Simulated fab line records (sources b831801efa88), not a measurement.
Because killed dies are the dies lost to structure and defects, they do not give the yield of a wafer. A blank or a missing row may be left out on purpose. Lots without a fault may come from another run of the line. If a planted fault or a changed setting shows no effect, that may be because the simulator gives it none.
Which of the tools did it? || flow gf180mcu || 36 wafers from 12 lots sampled at 2 of the route's 602 steps

== WHAT EACH GAUGE READ, for each wafer ==
GF_V5_BOW_MEAS_05. Usual: V5_BOW 134 um, standard deviation 8.7.
{"lot": "L541", "measured": "day 26 08:59", "on": "film metro-02", "V5_BOW (um)": "140 141 141", "flag": ""}
{"lot": "L542", "measured": "day 26 22:13", "on": "film metro-03", "V5_BOW (um)": "126 137 138", "flag": ""}
{"lot": "L543", "measured": "day 27 10:04", "on": "film metro-04", "V5_BOW (um)": "127 123 121", "flag": ""}
{"lot": "L544", "measured": "day 27 15:47", "on": "film metro-03", "V5_BOW (um)": "143 134 142", "flag": ""}
{"lot": "L549", "measured": "day 29 22:37", "on": "film metro-03", "V5_BOW (um)": "130 132 123", "flag": ""}
{"lot": "L550", "measured": "day 30 01:11", "on": "film metro-02", "V5_BOW (um)": "126 134 145", "flag": ""}
{"lot": "L552", "measured": "day 30 07:54", "on": "film metro-02", "V5_BOW (um)": "133 141 121", "flag": ""}
{"lot": "L551", "measured": "day 30 12:51", "on": "film metro-03", "V5_BOW (um)": "125 120 137", "flag": ""}
{"lot": "L553", "measured": "day 30 19:16", "on": "film metro-02", "V5_BOW (um)": "149 149 140", "flag": ""}
{"lot": "L554", "measured": "day 30 22:15", "on": "film metro-02", "V5_BOW (um)": "121 118 142", "flag": ""}
{"lot": "L558", "measured": "day 31 16:57", "on": "film metro-03", "V5_BOW (um)": "134 124 120", "flag": ""}
{"lot": "L561", "measured": "day 32 12:02", "on": "film metro-03", "V5_BOW (um)": "148 131 141", "flag": ""}

== EACH LOT AND THE TOOL THAT RAN IT (in order: tool; ch and the chambers of the sampled wafers; start) ==
{"lot": "L541", "GF_V5_CMP_04": "cmp-02 ch 1,2, day 26 08:41"}
{"lot": "L542", "GF_V5_CMP_04": "cmp-01 ch 0,1, day 26 21:55"}
{"lot": "L543", "GF_V5_CMP_04": "cmp-01 ch 2,3, day 27 09:46"}
{"lot": "L544", "GF_V5_CMP_04": "cmp-01 ch 0,2,3, day 27 15:28"}
{"lot": "L549", "GF_V5_CMP_04": "cmp-01 ch 0,1,3, day 29 22:19"}
{"lot": "L550", "GF_V5_CMP_04": "cmp-01 ch 1,2, day 30 00:51"}
{"lot": "L552", "GF_V5_CMP_04": "cmp-02 ch 0,3, day 30 07:37"}
{"lot": "L551", "GF_V5_CMP_04": "cmp-02 ch 0,2, day 30 12:31"}
{"lot": "L553", "GF_V5_CMP_04": "cmp-02 ch 2,3, day 30 18:58"}
{"lot": "L554", "GF_V5_CMP_04": "cmp-01 ch 0,1,3, day 30 22:02"}
{"lot": "L558", "GF_V5_CMP_04": "cmp-01 ch 0,1,2, day 31 16:43"}
{"lot": "L561", "GF_V5_CMP_04": "cmp-01 ch 0,2,3, day 32 11:44"}
- GF_V5_CMP_04: polishes SiO2.

== AS READ BY THE TOOLS THEMSELVES (means over the sampled wafers that have a number; for cases with no such wafer, the mark the record gives instead) ==
GF_V5_CMP_04. Usual: motor current A 11.7 A, standard deviation 1; platen rpm 60.00 rpm, standard deviation 0.04; slurry flow ml min 150.0, standard deviation 0.48.
{"lot": "L541", "tool": "cmp-02", "motor current A (A)": 12.1, "platen rpm (rpm)": 60.06, "slurry flow ml min": 150.0, "flag": ""}
{"lot": "L542", "tool": "cmp-01", "motor current A (A)": 12.1, "platen rpm (rpm)": 60.03, "slurry flow ml min": 150.3, "flag": ""}
{"lot": "L543", "tool": "cmp-01", "motor current A (A)": 12.2, "platen rpm (rpm)": 60.02, "slurry flow ml min": 149.9, "flag": ""}
{"lot": "L544", "tool": "cmp-01", "motor current A (A)": 12.3, "platen rpm (rpm)": 59.99, "slurry flow ml min": 150.2, "flag": ""}
{"lot": "L549", "tool": "cmp-01", "motor current A (A)": 12.4, "platen rpm (rpm)": 60.02, "slurry flow ml min": 149.7, "flag": ""}
{"lot": "L550", "tool": "cmp-01", "motor current A (A)": 12.2, "platen rpm (rpm)": 59.98, "slurry flow ml min": 150.2, "flag": ""}
{"lot": "L552", "tool": "cmp-02", "motor current A (A)": 10.6, "platen rpm (rpm)": 59.97, "slurry flow ml min": 149.8, "flag": ""}
{"lot": "L551", "tool": "cmp-02", "motor current A (A)": 11.8, "platen rpm (rpm)": 60.01, "slurry flow ml min": 149.8, "flag": ""}
{"lot": "L553", "tool": "cmp-02", "motor current A (A)": 11.7, "platen rpm (rpm)": 59.99, "slurry flow ml min": 150.1, "flag": ""}
{"lot": "L554", "tool": "cmp-01", "motor current A (A)": 12.3, "platen rpm (rpm)": 60.00, "slurry flow ml min": 150.0, "flag": ""}
{"lot": "L558", "tool": "cmp-01", "motor current A (A)": 12.1, "platen rpm (rpm)": 59.99, "slurry flow ml min": 150.2, "flag": ""}
{"lot": "L561", "tool": "cmp-01", "motor current A (A)": 12.1, "platen rpm (rpm)": 60.00, "slurry flow ml min": 149.8, "flag": ""}

== THE ANSWER, worked out from the rows above alone ==
Rule: lot off if the mean of its wafers having a number is beyond 3 standard deviations from the usual mean. Also off: a lot with no number at a reading for which 4 or more lots have one. All remaining lots with rows at the step are treated as sound. Order of review: gauges by route order, followed by the tools' own readings, for which a lot's mean as printed above is used. At the first step where some lot is off, the reading lying furthest off is the one used; lots without a number count as furthest.
No lot is off at any reading shown: from this, nothing can be told.

== WHAT THE SIMULATOR HAD PUT IN ==
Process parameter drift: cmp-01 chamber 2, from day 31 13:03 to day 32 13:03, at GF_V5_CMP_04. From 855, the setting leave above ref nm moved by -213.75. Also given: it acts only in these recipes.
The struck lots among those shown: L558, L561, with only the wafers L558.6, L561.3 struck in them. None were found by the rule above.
